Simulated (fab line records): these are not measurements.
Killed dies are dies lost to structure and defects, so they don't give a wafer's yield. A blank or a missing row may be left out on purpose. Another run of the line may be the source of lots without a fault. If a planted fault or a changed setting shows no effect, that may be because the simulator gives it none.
A lot that was struck, set against a sound lot + flow sky130 + 22 steps out of a route of 708
Sound: wafers L617.2, L617.4, L617.6. Wafers L626.1, L626.2, L626.4 were the ones struck. The cause is named last.
At each step with rows: each side's tool, then ch and its chambers, then its first start. Under that, the readings that differ: sound wafers + struck wafers + difference of the means + sigmas: that difference in standard deviations of wafers without a fault.
alike: readings whose means differ by less than 2 such deviations, and words and numbers that are the same on both sides. not compared: withheld readings, readings that some wafer has no value for, bounds like >300 that may hide the same value, and numbers for which the record gives no deviation and whose values overlap.
Wherever a step has rows on one side only, a row that says differs or no value, or a row with sigmas, the two part there. Non-overlapping numbers with no deviation appear without sigmas and do not part them. A reading that every wafer of one side lacks parts them only if that side has two wafers or more.

first, 1 step without rows for these wafers: SKY_POLY_GATE_OXIDATION_20 (stabilise 600 s, purge 300 s, target thk 4 nm).
SKY_POLY_GATE_THK_MEAS_21:
  sound: filmMetro-01 at day 17 14:22; struck: filmMetro-01 at day 20 21:09
  alike: POLY_GATE_OXIDATION_THK
SKY_POLY_GATE_CD_MEAS_22:
  sound: cdSem-01 at day 17 14:27; struck: cdSem-02 at day 20 21:13
  alike: cdNm
then, 7 steps without rows for these wafers: SKY_LDD_N_DEHYDRATE_00 (time 60 s); SKY_LDD_N_HMDS_01 (prime time 60 s); SKY_LDD_N_COAT_02 (resist thk 300 nm); SKY_LDD_N_SOFTBAKE_03 (time 60 s); SKY_LDD_N_EXPOSE_04 (exposes mask NTM, target cd 840 nm); SKY_LDD_N_PEB_05; SKY_LDD_N_DEVELOP_06 (develop time 60 s).
SKY_LDD_N_OVL_MEAS_07:
  sound: overlay-01 at day 18 20:40; struck: overlay-01 at day 22 03:19
  alike: LDD_N_OVL
following that, these wafers have no rows for 1 step: SKY_LDD_N_IMPLANT_08.
SKY_LDD_N_IMPLANT_09:
  sound on implanter-01 ch 0, day 18 20:53; struck on implanter-01 ch 0, day 22 03:30
| reading          | sound                         | struck                    | difference | sigmas      |
|------------------|-------------------------------|---------------------------|------------|-------------|
| doseIonsCm2      | 7.509e+13 7.513e+13 7.489e+13 | 7.53e+12 7.5e+12 7.61e+12 | -6.75e+13  | -99 or more |
| faradayCurrentUA | 430 418 425                   | 42 42 43                  | -382       | -46         |
then, 6 steps without rows for these wafers: SKY_LDD_N_IMPLANT_10; SKY_LDD_N_IMPLANT_11; SKY_LDD_N_IMPLANT_12; SKY_LDD_N_IMPLANT_13; SKY_LDD_N_IMPLANT_14; SKY_LDD_N_IMPLANT_15.
SKY_LDD_N_STRIP_16: strips in O2/N2.
  sound on plasmaAsher-02 ch 0,1, day 18 21:54; struck on plasmaAsher-02 ch 0,1, day 22 04:33
| reading                  | sound             | struck            | difference | sigmas |
|--------------------------|-------------------|-------------------|------------|--------|
| stripTimeToEndpointS (s) | 4.332 4.322 4.319 | 4.148 4.181 4.145 | -0.166     | -10    |
  alike: chamberPressureMTorr, drypumpMotorCurrentA, n2FlowSccm, oesProductAu
  not compared: rfHoursCounterH
SKY_LDD_N_TW_MEAS_17:
  sound: filmMetro-04 at day 18 22:01; struck: filmMetro-02 at day 22 04:53
| reading  | sound          | struck         | difference | sigmas |
|----------|----------------|----------------|------------|--------|
| LDD_N_TW | 2617 2603 2629 | 2473 2481 2470 | -142       | -7     |
  not compared: hold
-- here the record skips 27 days between the struck wafers' starts before and after, leaving off in module LDD_N and picking up in module PAD_OPEN (first step shown: number 708 of the route) --
SKY_PAD_OPEN_PROBE_99:
  sound: prober-01 at day 46 15:32; struck: prober-02 at day 48 17:57
| reading                                  | sound                | struck               | difference | sigmas |
|------------------------------------------|----------------------|----------------------|------------|--------|
| model.etest.tipN.rsOhmSq                 | 446.3 444.1 446      | 535.5 534.5 532.9    | +88.8      |        |
| model.etest.nfet_01v8.rOnOhmUm           | 826.4 808.5 825.9    | 859.3 856.6 860.2    | +38.4      |        |
| model.etest.nfet_01v8_swapped.driveUaUm  | 509 523.4 518.1      | 492.7 487.9 484.4    | -28.5      |        |
| model.etest.nfet_01v8_swapped.vtSatV (V) | 0.6491 0.6388 0.644  | 0.6668 0.6739 0.6727 | +0.0272    |        |
| model.etest.nfet_01v8_lvt.vtV (V)        | 0.6108 0.5993 0.6025 | 0.6183 0.6202 0.6254 | +0.0171    |        |
| model.etest.nfet_01v8_turned.vtV (V)     | 0.6994 0.6891 0.691  | 0.7071 0.7111 0.711  | +0.0166    |        |
| model.etest.nfet_01v8_swapped.vtV (V)    | 0.6998 0.6891 0.6921 | 0.7037 0.71 0.7098   | +0.0142    |        |
| model.etest.nfet_01v8.vtV (V)            | 0.6998 0.689 0.6915  | 0.7027 0.7092 0.709  | +0.0135    |        |
  alike: killed_at_M0_to_M3, killed_at_M4_up, killedAtContacts, killedAtFrontEnd, killedAtOther, killedDies, killedOpen, killedShort

## WHERE THEY PART
At SKY_LDD_N_IMPLANT_09 first; at SKY_LDD_N_TW_MEAS_17 last (within this record only). Later steps at which nothing parts them and some readings are alike: SKY_PAD_OPEN_PROBE_99.

WHY: the cause the simulator had injected
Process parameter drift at SKY_LDD_N_IMPLANT_09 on implanter-01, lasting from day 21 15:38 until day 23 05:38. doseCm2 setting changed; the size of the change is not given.
